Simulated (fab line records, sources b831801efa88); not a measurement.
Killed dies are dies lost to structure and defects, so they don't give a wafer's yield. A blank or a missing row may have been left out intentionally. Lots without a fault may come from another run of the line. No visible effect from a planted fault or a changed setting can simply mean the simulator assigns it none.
fab line records	flow gf180mcu
record lots=10	wafers=29	last_day=34
route steps=602 shown M4@459 MIM@511 V5@542
lots untouched by any fault: they come from a run of this same line in which no faults occurred
start_h: the number of hours between the record's first day and the start of the first shown wafer of the lot	wait_h: how many hours have passed since the lot's step before this one	" repeats the value in the row above	L1.1+2: a row that stands for several wafers	- value missing, or start not given	* or withheld: withheld	< > ~ a bound
route shown NAME@n: NAME is a module with steps in the file, n the number in the route of the first one	usual: mean and standard deviation over wafers with no fault	same: alike in all rows	chamber/n: place in a boat	sites: per-site readings	_std_site: the values' standard deviation	_edge_site: the outer-site mean with the inner-site mean subtracted	radius_mm: how far each site lies from the wafer's centre	mask NAME#n: copy n	behind: the last tool/chamber to shape the wafer	hold: why the lot was held/for how many hours/how that ended	device: the n, p or np transistor that did not switch	end of line: the route-end tests of the same wafers	a step without rows: its recipe alone	killed: dies lost to structure and defects at the first sort, not the wafer's yield	map: a wafer's dies, x killed, . not, _ none there
set.NAME: the setting as run; set.NAME@STEP: as run at that earlier step	model.NAME: the simulator's own value behind a step, which no gauge read
steps of the route over a sample of lots; a table a step, a row a wafer
services: the hour from which a tool's chamber was out of use, counted from the record's first day as start_h (under 0 if before that day), plus the number of hours and why
## steps
# step GF_M4_SPUTTER_03
# recipe material=Ti	target_thk_nm=10	substrate_temp_c=300	chamber_pressure_pa=0.3	power_w=3000	time_s=6.7
# usual chamber_pressure_pa=0.3001/0.00062	throttle_valve_pct=30.0/1.2
lot.wafer	tool	chamber	start_h	wait_h	chamber_pressure_pa	throttle_valve_pct
L491.3	pvd_sputter-03	-	521.58	0.0	0.3000	31.7
L491.4	"	-	"	"	0.2999	27.6
L491.6	"	-	"	"	0.2999	30.2
L494.1	pvd_sputter-04	-	546.99	0.0	0.3001	29.8
L494.4	"	-	"	"	0.3002	28.8
L494.5	"	-	"	"	0.3005	29.7
L497.2	pvd_sputter-03	-	571.43	0.0	0.2991	31.7
L497.4	"	-	"	"	0.3002	31.3
L497.6	"	-	"	"	0.3009	30.4
L499.2	pvd_sputter-03	-	585.49	0.0	0.2994	30.9
L499.5	"	-	"	"	0.3003	30.5
L499.6	"	-	"	"	0.3000	27.4
L498.1	pvd_sputter-01	-	587.37	0.0	0.2995	30.2
L498.4	"	-	"	"	0.3013	29.1
L498.6	"	-	"	"	0.3003	30.8
L500.2	pvd_sputter-01	-	593.03	0.0	0.2996	30.5
L500.3	"	-	"	"	0.3008	29.8
L500.4	"	-	"	"	0.3005	30.4
L502.2	pvd_sputter-04	-	605.22	0.0	0.2997	29.7
L502.6	"	-	"	"	0.2995	29.7
L511.3	pvd_sputter-04	-	668.63	0.0	0.2997	29.3
L511.4	"	-	"	"	0.2985	31.6
L511.5	"	-	"	"	0.3003	29.3
L512.1	pvd_sputter-03	-	675.33	0.0	0.2992	31.2
L512.2	"	-	"	"	0.3002	30.7
L512.6	"	-	"	"	0.2999	30.1
L514.3	pvd_sputter-01	-	689.81	0.0	0.3001	30.3
L514.4	"	-	"	"	0.3002	30.2
L514.6	"	-	"	"	0.2995	30.4
# step GF_MIM_SPUTTER_08
# recipe material=AlCu	target_thk_nm=200	power_w=10600	time_s=10.6	chamber_pressure_pa=0.4
# usual chamber_pressure_pa=0.3999/0.001	throttle_valve_pct=30.2/1.4
lot.wafer	tool	chamber	start_h	wait_h	chamber_pressure_pa	throttle_valve_pct
L491.3	pvd_sputter-03	-	569.66	0.0	0.4007	28.0
L491.4	"	-	"	"	0.4007	30.6
L491.6	"	-	"	"	0.4013	27.6
L494.1	pvd_sputter-03	-	593.53	0.0	0.3994	27.9
L494.4	"	-	"	"	0.4003	31.4
L494.5	"	-	"	"	0.3995	31.8
L497.2	pvd_sputter-03	-	616.51	0.0	0.4001	31.2
L497.4	"	-	"	"	0.4011	30.3
L497.6	"	-	"	"	0.4005	31.3
L499.2	pvd_sputter-03	-	630.00	0.0	0.4009	30.4
L499.5	"	-	"	"	0.4000	30.5
L499.6	"	-	"	"	0.3999	31.4
L498.1	pvd_sputter-03	-	631.52	0.0	0.3997	27.6
L498.4	"	-	"	"	0.3991	30.5
L498.6	"	-	"	"	0.3992	31.0
L500.2	pvd_sputter-03	-	637.49	0.0	0.4010	31.6
L500.3	"	-	"	"	0.3994	30.3
L500.4	"	-	"	"	0.3998	31.2
L502.2	pvd_sputter-03	-	648.63	0.0	0.3986	31.2
L502.6	"	-	"	"	0.3984	27.9
L511.3	pvd_sputter-03	-	709.85	0.0	0.3983	27.6
L511.4	"	-	"	"	0.4002	31.2
L511.5	"	-	"	"	0.4002	31.6
L512.1	pvd_sputter-01	-	716.13	0.0	0.4017	29.4
L512.2	"	-	"	"	0.4009	29.9
L512.6	"	-	"	"	0.3996	30.3
L514.3	pvd_sputter-03	-	729.61	0.0	0.4008	30.5
L514.4	"	-	"	"	0.4005	31.4
L514.6	"	-	"	"	0.3996	30.3
# step GF_MIM_RS_MEAS_10
# recipe thk_meas_gauge=four-point-probe	reads=TiN_of_MIM_SPUTTER_09+AlCu_of_MIM_SPUTTER_08+TiN_of_MIM_SPUTTER_07
# usual MIM_ALCU_RS=0.1614/0.0019
lot.wafer	tool	chamber	start_h	wait_h	hold	MIM_ALCU_RS[ohm/sq]
L491.3	film_metro-01	-	569.75	0.1	-	0.1635
L491.4	"	-	"	"	-	0.1613
L491.6	"	-	"	"	-	0.1630
L494.1	film_metro-01	-	593.59	0.0	-	0.1625
L494.4	"	-	"	"	-	0.1637
L494.5	"	-	"	"	-	0.1630
L497.2	film_metro-01	-	616.59	0.0	-	0.1602
L497.4	"	-	"	"	-	0.1576
L497.6	"	-	"	"	-	0.1606
L499.2	film_metro-03	-	630.07	0.0	-	0.1624
L499.5	"	-	"	"	-	0.1643
L499.6	"	-	"	"	-	0.1671
L498.1	film_metro-03	-	631.57	0.0	-	0.1618
L498.4	"	-	"	"	-	0.1611
L498.6	"	-	"	"	-	0.1630
L500.2	film_metro-01	-	637.57	0.0	await_dispo/0.2h/release	0.1621
L500.3	"	-	"	"	await_dispo/0.2h/release	0.1600
L500.4	"	-	"	"	await_dispo/0.2h/release	0.1955
L500.2	film_metro-01	-	638.00	0.4	-	0.1626
L500.3	"	-	"	"	-	0.1604
L500.4	"	-	"	"	-	0.1956
L502.2	film_metro-01	-	648.71	0.0	await_dispo/0.2h/release	0.1642
L502.6	"	-	"	"	await_dispo/0.2h/release	0.1906
L502.2	film_metro-01	-	649.00	0.3	-	0.1639
L502.6	"	-	"	"	-	0.1910
L511.3	film_metro-02	-	709.94	0.1	-	0.1594
L511.4	"	-	"	"	-	0.1618
L511.5	"	-	"	"	-	0.1612
L512.1	film_metro-01	-	716.19	0.0	-	0.1621
L512.2	"	-	"	"	-	0.1607
L512.6	"	-	"	"	-	0.1598
L514.3	film_metro-03	-	729.71	0.1	-	0.1607
L514.4	"	-	"	"	-	0.1606
L514.6	"	-	"	"	-	0.1595
# step GF_MIM_THK_MEAS_11
# recipe thk_meas_gauge=xrf	reads=AlCu_of_MIM_SPUTTER_08
# usual MIM_ALCU_THK=196.2/2.5
lot.wafer	tool	chamber	start_h	wait_h	hold	MIM_ALCU_THK[nm]
L491.3	film_metro-01	-	569.85	0.1	-	194.5
L491.4	"	-	"	"	-	197.4
L491.6	"	-	"	"	-	194.6
L494.1	film_metro-01	-	593.71	0.1	-	195.6
L494.4	"	-	"	"	-	193.5
L494.5	"	-	"	"	-	195.4
L497.2	film_metro-01	-	616.70	0.1	-	197.6
L497.4	"	-	"	"	-	203.6
L497.6	"	-	"	"	-	198.4
L499.2	film_metro-03	-	630.18	0.1	-	194.5
L499.5	"	-	"	"	-	193.9
L499.6	"	-	"	"	-	189.2
L498.1	film_metro-03	-	631.69	0.1	-	195.2
L498.4	"	-	"	"	-	196.2
L498.6	"	-	"	"	-	194.0
L500.2	film_metro-01	-	642.24	4.2	await_dispo/0.2h/release	197.5
L500.3	"	-	"	"	await_dispo/0.2h/release	197.9
L500.4	"	-	"	"	await_dispo/0.2h/release	162.6
L500.2	film_metro-01	-	642.47	0.2	-	193.5
L500.3	"	-	"	"	-	197.2
L500.4	"	-	"	"	-	163.3
L502.2	film_metro-03	-	650.78	1.8	await_dispo/0.2h/release	193.5
L502.6	"	-	"	"	await_dispo/0.2h/release	168.5
L502.2	film_metro-03	-	651.06	0.3	-	193.9
L502.6	"	-	"	"	-	167.9
L511.3	film_metro-02	-	710.04	0.1	-	199.2
L511.4	"	-	"	"	-	195.1
L511.5	"	-	"	"	-	196.8
L512.1	film_metro-01	-	716.31	0.1	-	195.3
L512.2	"	-	"	"	-	195.5
L512.6	"	-	"	"	-	198.7
L514.3	film_metro-03	-	729.81	0.1	-	198.1
L514.4	"	-	"	"	-	198.4
L514.6	"	-	"	"	-	199.0
# step GF_MIM_METAL_ETCH_19
# recipe chemistry=Cl2/BCl3	mask_material=NOVOLAK	stop_on=Si3N4	target_depth_nm=324.5	pressure_mtorr=8	icp_w=800	bias_w=140	Cl2_flow_sccm=80	bcl3_flow_sccm=40	time_s=54.1
# usual drypump_motor_current_A=5.68/0.23	oes_product_au=0.938/0.0061	throttle_valve_pct=28.288/0.0096
lot.wafer	tool	chamber	start_h	wait_h	drypump_motor_current_A	oes_product_au	rf_hours_counter_h	throttle_valve_pct
L491.3	rie_metal-02	1	591.46	0.1	5.76	0.933	-	28.284
L491.4	"	0	"	"	5.67	0.942	-	28.296
L491.6	"	0	"	"	5.68	0.933	-	28.289
L494.1	rie_metal-04	0	614.34	0.1	6.13	0.931	1	28.283
L494.4	"	0	"	"	6.15	0.937	-	28.277
L494.5	"	0	"	"	6.15	0.938	-	28.285
L497.2	rie_metal-03	1	637.39	0.1	5.52	0.942	10	28.255
L497.4	"	1	"	"	5.51	0.952	-	28.282
L497.6	"	0	"	"	5.63	0.937	-	28.287
L499.2	rie_metal-02	1	649.48	0.1	5.73	0.942	13	28.293
L499.5	"	1	"	"	5.74	0.930	-	28.294
L499.6	"	0	"	"	5.68	0.929	-	28.299
L498.1	rie_metal-03	1	651.51	0.1	5.54	0.937	10	28.298
L498.4	"	1	"	"	5.51	0.941	-	28.282
L498.6	"	1	"	"	5.53	0.934	-	28.296
L500.2	rie_metal-04	1	656.79	0.1	5.42	0.941	0	28.295
L500.3	"	0	"	"	6.13	0.952	-	28.293
L500.4	"	1	"	"	5.46	0.880	-	28.349
L502.2	rie_metal-04	1	667.96	0.1	5.42	0.938	0	28.288
L502.6	"	1	"	"	5.42	0.887	-	28.331
L511.3	rie_metal-02	0	727.51	0.1	5.66	0.944	-	28.285
L511.4	"	0	"	"	5.67	0.941	-	28.308
L511.5	"	0	"	"	5.66	0.934	-	28.278
L512.1	rie_metal-02	0	734.31	0.1	5.67	0.933	14	28.293
L512.2	"	0	"	"	5.66	0.936	-	28.294
L512.6	"	0	"	"	5.66	0.939	-	28.275
L514.3	rie_metal-03	1	746.68	0.1	5.54	0.933	-	28.286
L514.4	"	0	"	"	5.65	0.939	-	28.281
L514.6	"	1	"	"	5.50	0.938	-	28.301
# step GF_V5_CVD_02
# recipe material=SiO2	target_thk_nm=1450	precursor=TEOS	temp_c=400	time_s=163.28	rf_w=600
# usual heater_power_w=653/99
lot.wafer	tool	chamber	start_h	wait_h	heater_power_w
L491.3	pecvd-03	0	613.81	0.0	623
L491.4	"	2	"	"	898
L491.6	"	1	"	"	572
L494.1	pecvd-03	0	635.65	0.1	642
L494.4	"	0	"	"	518
L494.5	"	1	"	"	584
L497.2	pecvd-03	0	658.28	0.0	592
L497.4	"	0	"	"	631
L497.6	"	2	"	"	887
L499.2	pecvd-03	2	669.91	0.0	692
L499.5	"	1	"	"	584
L499.6	"	2	"	"	827
L498.1	pecvd-03	1	672.25	0.1	656
L498.4	"	1	"	"	725
L498.6	"	0	"	"	524
L500.2	pecvd-04	1	677.66	0.0	635
L500.3	"	0	"	"	601
L500.4	"	2	"	"	591
L502.2	pecvd-02	2	688.94	0.0	554
L502.6	"	2	"	"	629
L511.3	pecvd-02	2	746.13	0.0	554
L511.4	"	0	"	"	642
L511.5	"	2	"	"	613
L512.1	pecvd-04	0	752.36	0.1	624
L512.2	"	1	"	"	616
L512.6	"	1	"	"	559
L514.3	pecvd-03	1	765.04	0.0	711
L514.4	"	1	"	"	584
L514.6	"	2	"	"	702
# step GF_V5_BOW_MEAS_05
# recipe mode=bow
# usual V5_BOW=135/11
lot.wafer	tool	chamber	start_h	wait_h	V5_BOW[um]
L491.3	film_metro-04	-	614.32	0.3	139
L491.4	"	-	"	"	146
L491.6	"	-	"	"	143
L494.1	film_metro-04	-	636.11	0.2	142
L494.4	"	-	"	"	131
L494.5	"	-	"	"	137
L497.2	film_metro-01	-	658.76	0.2	142
L497.4	"	-	"	"	136
L497.6	"	-	"	"	140
L499.2	film_metro-02	-	670.39	0.1	134
L499.5	"	-	"	"	134
L499.6	"	-	"	"	127
L498.1	film_metro-04	-	672.72	0.2	138
L498.4	"	-	"	"	138
L498.6	"	-	"	"	143
L500.2	film_metro-02	-	678.14	0.2	155
L500.3	"	-	"	"	163
L500.4	"	-	"	"	162
L502.2	film_metro-02	-	689.43	0.2	138
L502.6	"	-	"	"	136
L511.3	film_metro-04	-	746.63	0.1	146
L511.4	"	-	"	"	131
L511.5	"	-	"	"	138
L512.1	film_metro-01	-	752.88	0.1	117
L512.2	"	-	"	"	134
L512.6	"	-	"	"	122
L514.3	film_metro-01	-	765.55	0.2	141
L514.4	"	-	"	"	145
L514.6	"	-	"	"	153
## services
tool	chamber	start_h	hours	kind
rie_metal-04	1	501.48	70.1	repair
pecvd-03	-	504.45	0.5	repair
rie_metal-02	0	510.07	6.9	repair
pecvd-02	-	516.11	5.2	repair
pecvd-02	1	521.99	16.7	repair
rie_metal-03	1	548.99	2.0	repair
pecvd-02	0	551.89	4.0	repair
rie_metal-02	0	567.37	9.2	repair
pecvd-04	2	584.80	15.8	repair
pecvd-04	-	591.12	14.0	pm
pecvd-02	-	618.37	0.8	pm
pvd_sputter-01	-	636.76	1.4	repair
pecvd-04	-	662.95	0.5	repair
pecvd-03	-	691.29	0.7	repair
pvd_sputter-03	-	720.48	2.3	repair
pecvd-04	1	722.31	4.9	repair
pvd_sputter-04	-	730.21	9.3	repair
rie_metal-04	-	730.35	0.8	repair
pvd_sputter-03	-	735.91	7.8	repair
pecvd-03	-	735.95	2.3	repair
pvd_sputter-04	-	736.36	1.3	repair
pecvd-03	-	738.27	2.8	pm
pecvd-04	2	743.67	18.2	repair
rie_metal-04	-	745.41	2.8	pm
## key
first_sign step=GF_MIM_RS_MEAS_10	reading=visit	direction=added
effect step=GF_MIM_RS_MEAS_10	reading=MIM_ALCU_RS	direction=up	sigmas=17	usual=0.1614	struck=0.1930
effect step=GF_MIM_THK_MEAS_11	reading=visit	direction=added
effect step=GF_MIM_THK_MEAS_11	reading=MIM_ALCU_THK	direction=down	sigmas=12	usual=196.2	struck=165.5
effect step=GF_MIM_METAL_ETCH_19	reading=oes_product_au	direction=down	sigmas=8.9	usual=0.938	struck=0.884
met_at GF_MIM_SPUTTER_08
struck_lots L500,L502
struck_wafers L500.4,L502.6
not_acting_at GF_M4_SPUTTER_03,GF_V5_CVD_02,GF_V5_BOW_MEAS_05
onset_between 631.52 637.49
fault kind=process_parameter_drift	tool=pvd_sputter-03	chamber=-	onset_h=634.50	steps=GF_MIM_SPUTTER_08	channel=time_s	offset=*	shape=step	end_h=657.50	scope=struck_wafers_only	acts_in=*	stated=*
